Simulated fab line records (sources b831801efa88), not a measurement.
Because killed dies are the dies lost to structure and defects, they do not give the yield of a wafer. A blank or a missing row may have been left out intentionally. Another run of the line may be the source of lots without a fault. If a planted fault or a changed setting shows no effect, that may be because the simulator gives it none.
Which tool was responsible? -- flow gf180mcu -- Sampling: 15 lots, 45 wafers, 4 of 602 route steps

## WHAT THE GAUGES SHOWED, per wafer
GF_VT_IMPLANT_RS_MEAS_46: uses a four-point probe to measure. Usual: MVSD_RS 456.3 ohm/sq, standard deviation 1.1.
lot,measured,on,MVSD_RS (ohm/sq),flag
L692,day 7 15:20,filmMetro-04,456.3 457.4 456.8,
L694,day 8 10:16,filmMetro-01,458.4 457.3 458.0,
L695,day 8 21:52,filmMetro-01,456.8 455.7 455.1,
L696,day 9 04:49,filmMetro-01,456.9 457.5 456.7,
L702,day 10 14:10,filmMetro-04,457.3 456.8 458.5,
L705,day 11 08:41,filmMetro-01,455.6 456.4 456.2,
L706,day 11 17:16,filmMetro-02,455.9 455.2 456.2,
L707,day 12 01:10,filmMetro-04,455.1 456.2 456.7,
L709,day 12 12:10,filmMetro-02,457.8 458.8 457.9,
L710,day 12 22:22,filmMetro-02,456.3 455.7 455.3,
L711,day 13 02:55,filmMetro-01,457.1 456.9 457.0,
L712,day 13 05:50,filmMetro-01,455.5 453.9 456.7,
L713,day 13 14:52,filmMetro-04,454.7 454.5 455.1,
L714,day 13 23:55,filmMetro-01,456.9 455.8 455.9,
L715,day 14 02:26,filmMetro-01,455.9 455.8 456.7,

GF_POLY_GATE_CD_MEAS_10: target cd 280 nm. Usual: cdNm reads 280.2 nm (standard deviation 1.1).
lot,measured,on,cdNm (nm),flag
L692,day 9 08:35,cdSem-01,279.8 280.2 279.6,
L694,day 10 01:36,cdSem-02,282.3 282.1 282.2,
L695,day 10 15:28,cdSem-02,279.6 280.1 279.9,
L696,day 10 22:02,cdSem-02,281.3 280.8 281.2,
L702,day 12 10:20,cdSem-02,281.8 281.5 281.7,
L705,day 13 05:40,cdSem-01,- - -,OFF
L706,day 13 13:41,cdSem-02,- - -,OFF
L707,day 14 01:11,cdSem-02,- - -,OFF
L709,day 14 11:35,cdSem-02,279.3 279.4 278.8,
L710,day 15 01:19,cdSem-02,281.2 281.9 281.7,
L711,day 15 07:44,cdSem-02,279.8 280.5 281.7,
L712,day 15 09:06,cdSem-01,281.3 281.5 279.8,
L713,day 15 15:40,cdSem-02,280.4 282.0 281.2,
L714,day 16 08:38,cdSem-02,280.0 279.8 281.7,
L715,day 16 08:22,cdSem-02,279.7 278.9 279.8,

## WHAT TOOL EACH LOT RAN ON (gives the tool, then ch and the chambers of the sampled wafers, and finally the start)
lot,GF_STI_ETCH_14,GF_POLY_GATE_PEB_08
L692,"rieSi-01 ch 0,1,3, day 2 01:38","lithoTrack-01 ch 0, day 9 08:14"
L694,"rieSi-02 ch 1,2,3, day 2 13:44","lithoTrack-04 ch 0, day 10 01:16"
L695,"rieSi-01 ch 0,2, day 2 16:59","lithoTrack-02 ch 0, day 10 15:08"
L696,"rieSi-01 ch 0,2,3, day 2 21:18","lithoTrack-01 ch 0, day 10 21:41"
L702,"rieSi-02 ch 0,2,3, day 4 07:02","lithoTrack-02 ch 0, day 12 10:01"
L705,"rieSi-01 ch 2,3, day 4 21:27","lithoTrack-02, day 13 05:20"
L706,"rieSi-02 ch 0,1,3, day 5 02:38","lithoTrack-01, day 13 13:20"
L707,"rieSi-02 ch 0,3, day 5 08:23","lithoTrack-04, day 14 00:50"
L709,"rieSi-01 ch 1,2,3, day 5 17:44","lithoTrack-01 ch 0, day 14 11:14"
L710,"rieSi-02 ch 0,2,3, day 5 23:16","lithoTrack-02 ch 0, day 15 01:00"
L711,"rieSi-01 ch 1,2, day 6 04:08","lithoTrack-02 ch 0, day 15 07:25"
L712,"rieSi-02 ch 0,2,3, day 6 08:08","lithoTrack-04 ch 0, day 15 08:46"
L713,"rieSi-02 ch 2,3, day 6 14:09","lithoTrack-04 ch 0, day 15 15:20"
L714,"rieSi-02 ch 1,2,3, day 6 20:48","lithoTrack-02 ch 0, day 16 08:12"
L715,"rieSi-01 ch 2,3, day 7 00:41","lithoTrack-04 ch 0, day 16 08:02"
- GF_STI_ETCH_14: etches Si in HBr/Cl2/O2, target depth 360 nm, time 102.9 s.
- GF_POLY_GATE_PEB_08: peb time 90 s.

## AS READ BY THE TOOLS THEMSELVES (means over the sampled wafers that have a number; for cases with no such wafer, the mark the record gives instead)
GF_STI_ETCH_14. Usual: O2_flow_sccm 6.000 sccm, standard deviation 0.02; drypumpMotorCurrentA 5.9 A, standard deviation 0.46; oesProductAu 1.000 a.u., standard deviation 0.0069; throttleValvePct 25.657 %, standard deviation 0.01.
lot,tool,O2_flow_sccm (sccm),drypumpMotorCurrentA (A),oesProductAu (a.u.),throttleValvePct (%),flag
L692,rieSi-01,6.015,6.2,1.001,25.655,
L694,rieSi-02,5.981,5.9,1.006,25.657,
L695,rieSi-01,5.984,5.6,0.999,25.655,
L696,rieSi-01,6.008,6.0,1.001,25.658,
L702,rieSi-02,6.000,5.9,0.999,25.654,
L705,rieSi-01,6.001,6.2,1.004,25.654,
L706,rieSi-02,5.988,5.5,0.990,25.665,
L707,rieSi-02,6.002,5.7,1.005,25.652,
L709,rieSi-01,5.994,6.1,0.995,25.664,
L710,rieSi-02,6.008,5.9,0.995,25.653,
L711,rieSi-01,6.016,6.0,1.006,25.653,
L712,rieSi-02,5.997,5.9,1.002,25.655,
L713,rieSi-02,5.991,6.3,0.995,25.663,
L714,rieSi-02,5.992,5.9,0.996,25.650,
L715,rieSi-01,5.997,6.2,1.001,25.663,

GF_POLY_GATE_PEB_08. Usual: chillPlateTempC 23.00 C, standard deviation 0.098; exhaustPa 45.1 Pa, standard deviation 0.84; heaterPowerTotalW 85.70 W, standard deviation 0.082.
lot,tool,chillPlateTempC (C),exhaustPa (Pa),heaterPowerTotalW (W),flag
L692,lithoTrack-01,23.00,46.9,85.76,
L694,lithoTrack-04,23.09,45.7,85.68,
L695,lithoTrack-02,23.00,45.5,85.62,
L696,lithoTrack-01,23.01,45.2,85.63,
L702,lithoTrack-02,23.08,44.7,85.67,
L705,lithoTrack-02,-,-,-,OFF
L706,lithoTrack-01,-,-,-,OFF
L707,lithoTrack-04,-,-,-,OFF
L709,lithoTrack-01,22.99,44.3,85.77,
L710,lithoTrack-02,22.95,44.1,85.66,
L711,lithoTrack-02,23.01,45.5,85.67,
L712,lithoTrack-04,22.96,44.2,85.78,
L713,lithoTrack-04,22.86,45.7,85.72,
L714,lithoTrack-02,22.92,45.0,85.64,
L715,lithoTrack-04,23.05,45.5,85.74,

## THE ANSWER, worked out from the rows above alone
Rule: a lot is off if the mean of its wafers that have a number lies more than 3 standard deviations from the usual mean. Also off: a lot with no number at a reading for which 4 or more lots have one. The other lots that the step has rows for count as sound. Order of review: gauges by route order, followed by the tools' own readings, for which a lot's mean as printed above is used. The first step at which some lot is off is used, and at that step the reading that is off furthest; a lot without a number counts as furthest.
Off, at GF_POLY_GATE_CD_MEAS_10 on cdNm: L705, L706, L707. Without a number there: L705, L706, L707.
If a tool, at a process step before that reading, ran all the lots that are off and no sound lot after the first of them, it fits. Not tried: the gauges at GF_POLY_GATE_CD_MEAS_10; whatever is off there is also off at GF_POLY_GATE_PEB_08, on other tools, and gauge error can't account for it. None of those tried fits.

## WHAT THE SIMULATOR HAD PUT IN
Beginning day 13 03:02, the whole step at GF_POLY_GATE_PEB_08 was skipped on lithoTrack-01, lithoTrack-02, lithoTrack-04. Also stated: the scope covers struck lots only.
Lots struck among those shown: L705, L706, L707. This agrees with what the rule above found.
